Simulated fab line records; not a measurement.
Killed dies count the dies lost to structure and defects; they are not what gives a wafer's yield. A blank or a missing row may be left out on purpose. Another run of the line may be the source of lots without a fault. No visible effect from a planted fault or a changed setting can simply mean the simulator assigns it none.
What tool caused it? | flow gf180mcu | Sampling: 24 lots, 72 wafers, 5 of 602 route steps

## WHAT THE GAUGES READ, wafer by wafer
GF_TOP_METAL_RS_MEAS_05: the measuring method here is four-point-probe.
lot  | measured     | on           | TOP_METAL_ALCU_RS (ohm/sq)
L074 | day 27 09:58 | filmMetro-03 | 0.0326 0.0328 0.0322
L075 | day 27 14:57 | filmMetro-02 | 0.0328 0.0331 0.0336
L076 | day 28 02:31 | filmMetro-01 | 0.0331 0.0331 0.0332
L077 | day 28 08:52 | filmMetro-02 | 0.0328 0.0329 0.0327
L078 | day 28 17:17 | filmMetro-02 | 0.0332 0.0332 0.0330
L079 | day 28 21:47 | filmMetro-02 | 0.0328 0.0332 0.0332
L080 | day 29 13:04 | filmMetro-01 | 0.0327 0.0330 0.0320
L081 | day 29 22:49 | filmMetro-03 | 0.0329 0.0327 0.0335
L082 | day 30 00:47 | filmMetro-01 | 0.0328 0.0333 0.0324
L083 | day 30 06:43 | filmMetro-02 | 0.0326 0.0332 0.0331
L084 | day 30 16:39 | filmMetro-01 | 0.0328 0.0319 0.0331
L085 | day 30 17:27 | filmMetro-01 | 0.0332 0.0338 0.0326
L086 | day 30 22:03 | filmMetro-01 | 0.0328 0.0327 0.0329
L087 | day 31 09:34 | filmMetro-02 | 0.0322 0.0332 0.0328
L088 | day 31 17:55 | filmMetro-02 | 0.0328 0.0332 0.0326
L089 | day 31 21:29 | filmMetro-01 | 0.0326 0.0328 0.0325
L090 | day 32 00:31 | filmMetro-03 | 0.0329 0.0335 0.0330
L091 | day 32 10:34 | filmMetro-03 | 0.0319 0.0322 0.0321
L092 | day 32 11:20 | filmMetro-02 | 0.0336 0.0333 0.0333
L093 | day 32 19:43 | filmMetro-03 | 0.0322 0.0329 0.0323
L094 | day 33 06:02 | filmMetro-02 | 0.0323 0.0328 0.0330
L095 | day 33 07:08 | filmMetro-03 | 0.0326 0.0324 0.0326
L096 | day 33 14:58 | filmMetro-01 | 0.0326 0.0319 0.0325
L097 | day 33 18:20 | filmMetro-03 | 0.0328 0.0324 0.0325

## WHAT TOOL EACH LOT RAN ON (gives the tool, then ch and the chambers of the sampled wafers, and finally the start)
lot  | GF_V4_SPUTTER_21            | GF_V5_STRIP_18                      | GF_TOP_METAL_SPUTTER_00     | GF_TOP_METAL_SPUTTER_03
L074 | pvdSputter-02, day 24 13:50 | plasmaAsher-02 ch 0,1, day 27 08:31 | pvdSputter-03, day 27 09:45 | pvdSputter-03, day 27 09:56
L075 | pvdSputter-04, day 24 19:40 | plasmaAsher-02 ch 0,1, day 27 13:28 | pvdSputter-02, day 27 14:44 | pvdSputter-02, day 27 14:54
L076 | pvdSputter-02, day 25 07:28 | plasmaAsher-01 ch 0,1, day 28 01:04 | pvdSputter-02, day 28 02:18 | pvdSputter-02, day 28 02:28
L077 | pvdSputter-03, day 25 15:05 | plasmaAsher-03 ch 0, day 28 07:25   | pvdSputter-01, day 28 08:39 | pvdSputter-01, day 28 08:49
L078 | pvdSputter-04, day 25 22:31 | plasmaAsher-01 ch 0,1, day 28 15:49 | pvdSputter-03, day 28 17:02 | pvdSputter-03, day 28 17:13
L079 | pvdSputter-03, day 26 05:33 | plasmaAsher-01 ch 1, day 28 20:19   | pvdSputter-01, day 28 21:34 | pvdSputter-01, day 28 21:44
L080 | pvdSputter-02, day 26 21:01 | plasmaAsher-01 ch 0,1, day 29 11:35 | pvdSputter-01, day 29 12:51 | pvdSputter-01, day 29 13:02
L081 | pvdSputter-04, day 27 07:50 | plasmaAsher-03 ch 0,1, day 29 21:19 | pvdSputter-02, day 29 22:35 | pvdSputter-02, day 29 22:45
L082 | pvdSputter-04, day 27 10:02 | plasmaAsher-03 ch 0,1, day 29 23:17 | pvdSputter-01, day 30 00:32 | pvdSputter-01, day 30 00:43
L083 | pvdSputter-03, day 27 15:52 | plasmaAsher-02 ch 0,1, day 30 05:13 | pvdSputter-01, day 30 06:29 | pvdSputter-01, day 30 06:40
L084 | pvdSputter-04, day 28 02:19 | plasmaAsher-02 ch 0,1, day 30 15:10 | pvdSputter-03, day 30 16:26 | pvdSputter-03, day 30 16:36
L085 | pvdSputter-03, day 28 03:08 | plasmaAsher-02 ch 0,1, day 30 15:59 | pvdSputter-02, day 30 17:12 | pvdSputter-02, day 30 17:23
L086 | pvdSputter-04, day 28 10:10 | plasmaAsher-01 ch 0,1, day 30 20:35 | pvdSputter-01, day 30 21:48 | pvdSputter-01, day 30 21:59
L087 | pvdSputter-02, day 28 21:08 | plasmaAsher-03 ch 0,1, day 31 08:07 | pvdSputter-03, day 31 09:20 | pvdSputter-03, day 31 09:31
L088 | pvdSputter-03, day 29 06:45 | plasmaAsher-03 ch 0,1, day 31 16:19 | pvdSputter-02, day 31 17:41 | pvdSputter-02, day 31 17:52
L089 | pvdSputter-02, day 29 10:47 | plasmaAsher-03 ch 0,1, day 31 20:01 | pvdSputter-03, day 31 21:12 | pvdSputter-03, day 31 21:23
L090 | pvdSputter-02, day 29 14:13 | plasmaAsher-03 ch 0,1, day 31 23:01 | pvdSputter-02, day 32 00:16 | pvdSputter-02, day 32 00:26
L091 | pvdSputter-02, day 30 00:07 | plasmaAsher-02 ch 0,1, day 32 09:07 | pvdSputter-01, day 32 10:20 | pvdSputter-01, day 32 10:31
L092 | pvdSputter-02, day 30 02:23 | plasmaAsher-02 ch 0,1, day 32 09:53 | pvdSputter-02, day 32 11:06 | pvdSputter-02, day 32 11:17
L093 | pvdSputter-04, day 30 10:55 | plasmaAsher-01 ch 0,1, day 32 18:16 | pvdSputter-02, day 32 19:29 | pvdSputter-02, day 32 19:40
L094 | pvdSputter-04, day 30 22:28 | plasmaAsher-03 ch 0,1, day 33 04:34 | pvdSputter-01, day 33 05:48 | pvdSputter-01, day 33 05:58
L095 | pvdSputter-03, day 31 00:37 | plasmaAsher-02 ch 0,1, day 33 05:40 | pvdSputter-03, day 33 06:55 | pvdSputter-03, day 33 07:05
L096 | pvdSputter-03, day 31 07:08 | plasmaAsher-01 ch 0,1, day 33 13:31 | pvdSputter-03, day 33 14:43 | pvdSputter-03, day 33 14:53
L097 | pvdSputter-03, day 31 12:22 | plasmaAsher-01 ch 0,1, day 33 16:52 | pvdSputter-03, day 33 18:06 | pvdSputter-03, day 33 18:16
- GF_V4_SPUTTER_21: material Ti, target thk 15 nm, time 80.02 s.
- GF_V5_STRIP_18: strips in O2/N2.
- GF_TOP_METAL_SPUTTER_00: material Ti, target thk 37.5 nm, time 150 s.
- GF_TOP_METAL_SPUTTER_03: material Ti, target thk 5 nm, time 3.3 s.

## AS READ BY THE TOOLS THEMSELVES (means over the sampled wafers that have a number; for cases with no such wafer, the mark the record gives instead)
GF_V4_SPUTTER_21.
lot  | tool          | cathodeDcPowerW (W) | throttleValvePct (%)
L074 | pvdSputter-02 | 2500.2              | 30.0
L075 | pvdSputter-04 | 2500.1              | 30.2
L076 | pvdSputter-02 | 2500.1              | 30.1
L077 | pvdSputter-03 | 2499.9              | 30.7
L078 | pvdSputter-04 | 2499.9              | 30.4
L079 | pvdSputter-03 | 2500.1              | 29.8
L080 | pvdSputter-02 | 2499.8              | 29.3
L081 | pvdSputter-04 | 2500.1              | 30.2
L082 | pvdSputter-04 | 2499.7              | 30.4
L083 | pvdSputter-03 | 2500.1              | 30.5
L084 | pvdSputter-04 | 2499.7              | 30.2
L085 | pvdSputter-03 | 2500.3              | 29.9
L086 | pvdSputter-04 | 2500.4              | 29.9
L087 | pvdSputter-02 | 2499.7              | 29.9
L088 | pvdSputter-03 | 2500.5              | 29.8
L089 | pvdSputter-02 | 2499.8              | 29.2
L090 | pvdSputter-02 | 2500.3              | 29.9
L091 | pvdSputter-02 | 2500.1              | 29.6
L092 | pvdSputter-02 | 2500.4              | 29.7
L093 | pvdSputter-04 | 2500.4              | 30.4
L094 | pvdSputter-04 | 2500.0              | 30.5
L095 | pvdSputter-03 | 2499.7              | 28.6
L096 | pvdSputter-03 | 2500.2              | 29.7
L097 | pvdSputter-03 | 2500.4              | 29.8

GF_V5_STRIP_18.
lot  | tool           | drypumpMotorCurrentA (A) | heaterPowerW (W) | oesProductAu (a.u.)
L074 | plasmaAsher-02 | 5.4                      | 344              | 0.575
L075 | plasmaAsher-02 | 5.4                      | 335              | 0.569
L076 | plasmaAsher-01 | 5.7                      | 362              | 0.570
L077 | plasmaAsher-03 | 5.6                      | 372              | 0.569
L078 | plasmaAsher-01 | 6.1                      | 368              | 0.563
L079 | plasmaAsher-01 | 5.2                      | 361              | 0.565
L080 | plasmaAsher-01 | 5.7                      | 363              | 0.569
L081 | plasmaAsher-03 | 5.6                      | 345              | 0.564
L082 | plasmaAsher-03 | 5.6                      | 343              | 0.567
L083 | plasmaAsher-02 | 5.3                      | 341              | 0.570
L084 | plasmaAsher-02 | 5.4                      | 336              | 0.567
L085 | plasmaAsher-02 | 5.4                      | 328              | 0.566
L086 | plasmaAsher-01 | 6.1                      | 370              | 0.568
L087 | plasmaAsher-03 | 5.6                      | 348              | 0.566
L088 | plasmaAsher-03 | 5.6                      | 314              | 0.566
L089 | plasmaAsher-03 | 5.5                      | 338              | 0.572
L090 | plasmaAsher-03 | 5.6                      | 348              | 0.571
L091 | plasmaAsher-02 | 5.3                      | 342              | 0.567
L092 | plasmaAsher-02 | 5.3                      | 336              | 0.572
L093 | plasmaAsher-01 | 5.7                      | 364              | 0.572
L094 | plasmaAsher-03 | 5.5                      | 319              | 0.566
L095 | plasmaAsher-02 | 5.4                      | 330              | 0.568
L096 | plasmaAsher-01 | 6.1                      | 366              | 0.569
L097 | plasmaAsher-01 | 6.1                      | 370              | 0.574

GF_TOP_METAL_SPUTTER_00.
lot  | tool          | cathodeDcPowerW (W) | throttleValvePct (%)
L074 | pvdSputter-03 | 4000.7              | 29.2
L075 | pvdSputter-02 | 4000.1              | 29.7
L076 | pvdSputter-02 | 3999.5              | 29.6
L077 | pvdSputter-01 | 3999.8              | 30.0
L078 | pvdSputter-03 | 3999.9              | 30.0
L079 | pvdSputter-01 | 4000.7              | 30.8
L080 | pvdSputter-01 | 3999.2              | 30.4
L081 | pvdSputter-02 | 4000.3              | 29.9
L082 | pvdSputter-01 | 3999.7              | 30.2
L083 | pvdSputter-01 | 3999.1              | 30.0
L084 | pvdSputter-03 | 4000.0              | 29.3
L085 | pvdSputter-02 | 3999.9              | 29.7
L086 | pvdSputter-01 | 3999.9              | 30.8
L087 | pvdSputter-03 | 3999.8              | 29.9
L088 | pvdSputter-02 | 4000.0              | 29.8
L089 | pvdSputter-03 | 4000.0              | 29.7
L090 | pvdSputter-02 | 3999.9              | 29.5
L091 | pvdSputter-01 | 3999.4              | 30.6
L092 | pvdSputter-02 | 3999.9              | 29.5
L093 | pvdSputter-02 | 4000.0              | 29.6
L094 | pvdSputter-01 | 3999.6              | 30.5
L095 | pvdSputter-03 | 3999.3              | 31.0
L096 | pvdSputter-03 | 3999.8              | 29.9
L097 | pvdSputter-03 | 3999.8              | 31.0

GF_TOP_METAL_SPUTTER_03.
lot  | tool          | cathodeDcPowerW (W) | throttleValvePct (%)
L074 | pvdSputter-03 | 2913.8              | 29.2
L075 | pvdSputter-02 | 2914.2              | 29.8
L076 | pvdSputter-02 | 2914.2              | 29.6
L077 | pvdSputter-01 | 2913.8              | 29.8
L078 | pvdSputter-03 | 2913.8              | 30.0
L079 | pvdSputter-01 | 2914.1              | 30.8
L080 | pvdSputter-01 | 2913.1              | 30.4
L081 | pvdSputter-02 | 2914.1              | 29.9
L082 | pvdSputter-01 | 2914.1              | 30.4
L083 | pvdSputter-01 | 2914.0              | 30.1
L084 | pvdSputter-03 | 2913.6              | 29.2
L085 | pvdSputter-02 | 2913.8              | 29.8
L086 | pvdSputter-01 | 2914.1              | 30.7
L087 | pvdSputter-03 | 2914.6              | 29.8
L088 | pvdSputter-02 | 2914.1              | 29.7
L089 | pvdSputter-03 | 2914.3              | 29.9
L090 | pvdSputter-02 | 2914.0              | 29.6
L091 | pvdSputter-01 | 2913.9              | 30.7
L092 | pvdSputter-02 | 2913.9              | 29.6
L093 | pvdSputter-02 | 2914.4              | 29.7
L094 | pvdSputter-01 | 2914.1              | 30.4
L095 | pvdSputter-03 | 2914.1              | 31.0
L096 | pvdSputter-03 | 2914.1              | 29.9
L097 | pvdSputter-03 | 2914.0              | 31.1

## THE ANSWER, worked out from the rows above alone
Rule: the usual values come from the lots themselves. The widest of any qualifying gaps counts: lots, ordered by their means at a reading, are off when they make up no more than a third of the lots, leave a main group of 4 or more, and stand apart from it by 3 or more times the standard deviation of that group's means. Not used: any main group whose means are identical at the precision the tables above print for the reading. A lot without any number at a reading at which 4 lots or more have one is off too. Any other lot the step has rows for is counted as sound. The gauges are gone through in route order, then the tools' own readings, and for those a lot's mean is taken as printed above. At the first step where some lot is off, the reading lying furthest off is the one used; lots without a number count as furthest.
Nothing can be told from this: no lot is off at any reading shown.

## WHAT HAD BEEN PUT IN BY THE SIMULATOR
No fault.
